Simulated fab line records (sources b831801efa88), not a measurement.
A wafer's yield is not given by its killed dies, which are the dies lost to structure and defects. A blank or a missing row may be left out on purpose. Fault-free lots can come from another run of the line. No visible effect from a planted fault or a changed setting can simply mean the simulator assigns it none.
Matching of chambers    flow sky130    4 sister chambers for SKY_VIA1_CMP_24 on cmp-01
The step polishes, stops on SiO2, t overpolish 15 s, target thk 0 nm. 18 wafers are shown with their chamber, then 9 later ones without.

== WAFERS, EACH WITH ITS CHAMBER ==
wafer   chamber  motor current A (A)  slurry filter dp kPa (kPa)  time to endpoint s (s)
L076.1  0        10.8                 13.42                       58.6
L076.4  2        11.0                 13.50                       62.1
L076.6  3        11.6                 13.51                       61.1
L078.1  0        10.7                 13.42                       60.8
L078.4  1        11.5                 13.57                       62.5
L078.6  0        10.3                 13.51                       63.9
L079.4  1        11.3                 13.71                       61.8
L079.5  2        10.9                 13.28                       66.2
L079.6  1        11.4                 13.57                       65.3
L080.3  0        10.8                 13.75                       62.6
L080.5  3        11.4                 13.26                       66.5
L080.6  2        11.7                 13.33                       64.3
L082.1  3        11.5                 13.54                       70.0
L082.2  1        10.9                 13.43                       66.7
L082.3  0        10.5                 13.42                       65.7
L083.2  1        11.4                 13.68                       67.8
L083.3  0        10.4                 13.38                       65.6
L083.4  3        11.3                 13.77                       69.4

SIGNATURES, as means of the wafers listed above
reading               chamber 0  chamber 1  chamber 2  chamber 3  scatter within a chamber
motor current A       10.583     11.300     11.200     11.450     0.25
slurry filter dp kPa  13.4833    13.5920    13.3700    13.5200    0.147
time to endpoint s    62.867     64.820     64.200     66.750     2.98
Rule: distance of a wafer from a chamber = root of the sum over the readings of ((wafer's reading minus chamber's mean) / reading's scatter) squared. If the next closest chamber is less than 2 further off than the closest, the wafer can't be placed; otherwise it belongs to the closest. The scatter: take each reading less its chamber's mean, square it, sum over the shown wafers, divide by the number of wafers less the number of chambers, and take the root.

== WAFERS WHOSE CHAMBER IS MISSING ==
wafer   motor current A (A)  slurry filter dp kPa (kPa)  time to endpoint s (s)
L088.3  11.7                 13.30                       66.7
L088.5  11.2                 13.56                       70.8
L088.6  10.8                 13.49                       64.3
L089.2  11.6                 13.53                       71.0
L089.3  11.3                 13.67                       67.7
L089.6  10.9                 13.72                       69.9
L090.2  11.2                 13.80                       67.7
L090.4  11.6                 13.69                       65.8
L090.5  11.1                 13.27                       61.3

== WHICH CHAMBER EACH ONE RAN IN ==
wafer   from the rows above                in truth
L088.3  can't be placed: 3 or 2 or 1       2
L088.5  can't be placed: 3 or 1 or 2 or 0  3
L088.6  can't be placed: 0 or 2 or 1 or 3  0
L089.2  can't be placed: 3 or 1 or 2       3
L089.3  can't be placed: 1 or 3 or 2       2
L089.6  can't be placed: 1 or 3 or 0 or 2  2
L090.2  can't be placed: 1 or 3 or 2 or 0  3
L090.4  can't be placed: 3 or 1 or 2       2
L090.5  can't be placed: 2 or 0 or 1 or 3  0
Correctly placed: 0 of 9. Unplaceable from these rows: 9, with the true chamber sitting among the candidates in 9. Number placed wrongly: 0.
